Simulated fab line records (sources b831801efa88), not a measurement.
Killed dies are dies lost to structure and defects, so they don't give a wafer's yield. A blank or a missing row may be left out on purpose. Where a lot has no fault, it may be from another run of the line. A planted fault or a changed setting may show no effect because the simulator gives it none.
Matching of chambers || flow sky130 || 4 sister chambers for SKY_METAL3_ETCH_17 on rie diel-04
The step etches SiO2 in C4F8/O2/Ar, stops on TiN, time 3.9 s, target depth 15 nm. 24 wafers are shown with their chamber, then 12 later ones without.

== WAFERS WITH THEIR CHAMBER ==
{"wafer": "L074.3", "chamber": 0, "oes product au (a.u.)": 0.755}
{"wafer": "L074.4", "chamber": 3, "oes product au (a.u.)": 0.764}
{"wafer": "L074.5", "chamber": 0, "oes product au (a.u.)": 0.764}
{"wafer": "L075.3", "chamber": 3, "oes product au (a.u.)": 0.757}
{"wafer": "L075.4", "chamber": 1, "oes product au (a.u.)": 0.764}
{"wafer": "L075.6", "chamber": 2, "oes product au (a.u.)": 0.765}
{"wafer": "L077.2", "chamber": 2, "oes product au (a.u.)": 0.747}
{"wafer": "L077.4", "chamber": 0, "oes product au (a.u.)": 0.755}
{"wafer": "L077.5", "chamber": 3, "oes product au (a.u.)": 0.754}
{"wafer": "L078.2", "chamber": 0, "oes product au (a.u.)": 0.751}
{"wafer": "L078.3", "chamber": 3, "oes product au (a.u.)": 0.757}
{"wafer": "L078.4", "chamber": 1, "oes product au (a.u.)": 0.755}
{"wafer": "L080.2", "chamber": 2, "oes product au (a.u.)": 0.751}
{"wafer": "L080.5", "chamber": 0, "oes product au (a.u.)": 0.748}
{"wafer": "L080.6", "chamber": 2, "oes product au (a.u.)": 0.751}
{"wafer": "L081.2", "chamber": 0, "oes product au (a.u.)": 0.745}
{"wafer": "L081.4", "chamber": 1, "oes product au (a.u.)": 0.761}
{"wafer": "L081.6", "chamber": 3, "oes product au (a.u.)": 0.751}
{"wafer": "L083.3", "chamber": 0, "oes product au (a.u.)": 0.757}
{"wafer": "L083.5", "chamber": 0, "oes product au (a.u.)": 0.766}
{"wafer": "L083.6", "chamber": 1, "oes product au (a.u.)": 0.761}
{"wafer": "L086.3", "chamber": 3, "oes product au (a.u.)": 0.759}
{"wafer": "L086.5", "chamber": 3, "oes product au (a.u.)": 0.761}
{"wafer": "L086.6", "chamber": 2, "oes product au (a.u.)": 0.756}

SIGNATURES (means of the wafers above)
{"reading": "oes product au", "chamber 0": 0.75513, "chamber 1": 0.76025, "chamber 2": 0.75400, "chamber 3": 0.75757, "scatter within a chamber": 0.00599}
Rule: a wafer's distance from a chamber is the root of the sum, over the readings, of the square of ((its reading less the chamber's mean) divided by the reading's scatter). If the next closest chamber is less than 2 further off than the closest, the wafer can't be placed; otherwise it belongs to the closest. The scatter: the root of (the sum of the squares of (reading less its chamber's mean) over the shown wafers, divided by (wafers less chambers)).

== WAFERS WHOSE CHAMBER IS MISSING ==
{"wafer": "L087.2", "oes product au (a.u.)": 0.753}
{"wafer": "L087.3", "oes product au (a.u.)": 0.759}
{"wafer": "L087.6", "oes product au (a.u.)": 0.768}
{"wafer": "L091.1", "oes product au (a.u.)": 0.749}
{"wafer": "L091.2", "oes product au (a.u.)": 0.747}
{"wafer": "L091.6", "oes product au (a.u.)": 0.755}
{"wafer": "L094.2", "oes product au (a.u.)": 0.750}
{"wafer": "L094.5", "oes product au (a.u.)": 0.757}
{"wafer": "L094.6", "oes product au (a.u.)": 0.756}
{"wafer": "L096.1", "oes product au (a.u.)": 0.752}
{"wafer": "L096.2", "oes product au (a.u.)": 0.758}
{"wafer": "L096.6", "oes product au (a.u.)": 0.768}

== WHICH CHAMBER EACH WENT THROUGH ==
{"wafer": "L087.2", "from the rows above": "can't be placed: 2 or 0 or 3 or 1", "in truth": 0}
{"wafer": "L087.3", "from the rows above": "can't be placed: 1 or 3 or 0 or 2", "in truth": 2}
{"wafer": "L087.6", "from the rows above": "can't be placed: 1 or 3 or 0 or 2", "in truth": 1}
{"wafer": "L091.1", "from the rows above": "can't be placed: 2 or 0 or 3 or 1", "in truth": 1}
{"wafer": "L091.2", "from the rows above": "can't be placed: 2 or 0 or 3 or 1", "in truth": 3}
{"wafer": "L091.6", "from the rows above": "can't be placed: 0 or 2 or 3 or 1", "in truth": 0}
{"wafer": "L094.2", "from the rows above": "can't be placed: 2 or 0 or 3 or 1", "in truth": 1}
{"wafer": "L094.5", "from the rows above": "can't be placed: 3 or 0 or 2 or 1", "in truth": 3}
{"wafer": "L094.6", "from the rows above": "can't be placed: 0 or 3 or 2 or 1", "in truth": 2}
{"wafer": "L096.1", "from the rows above": "can't be placed: 2 or 0 or 3 or 1", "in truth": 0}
{"wafer": "L096.2", "from the rows above": "can't be placed: 3 or 1 or 0 or 2", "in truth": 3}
{"wafer": "L096.6", "from the rows above": "can't be placed: 1 or 3 or 0 or 2", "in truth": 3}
Correctly placed: 0 of 12. Not placeable from these rows: 12 (in 12, the candidates include the true chamber). Placed wrongly: 0.
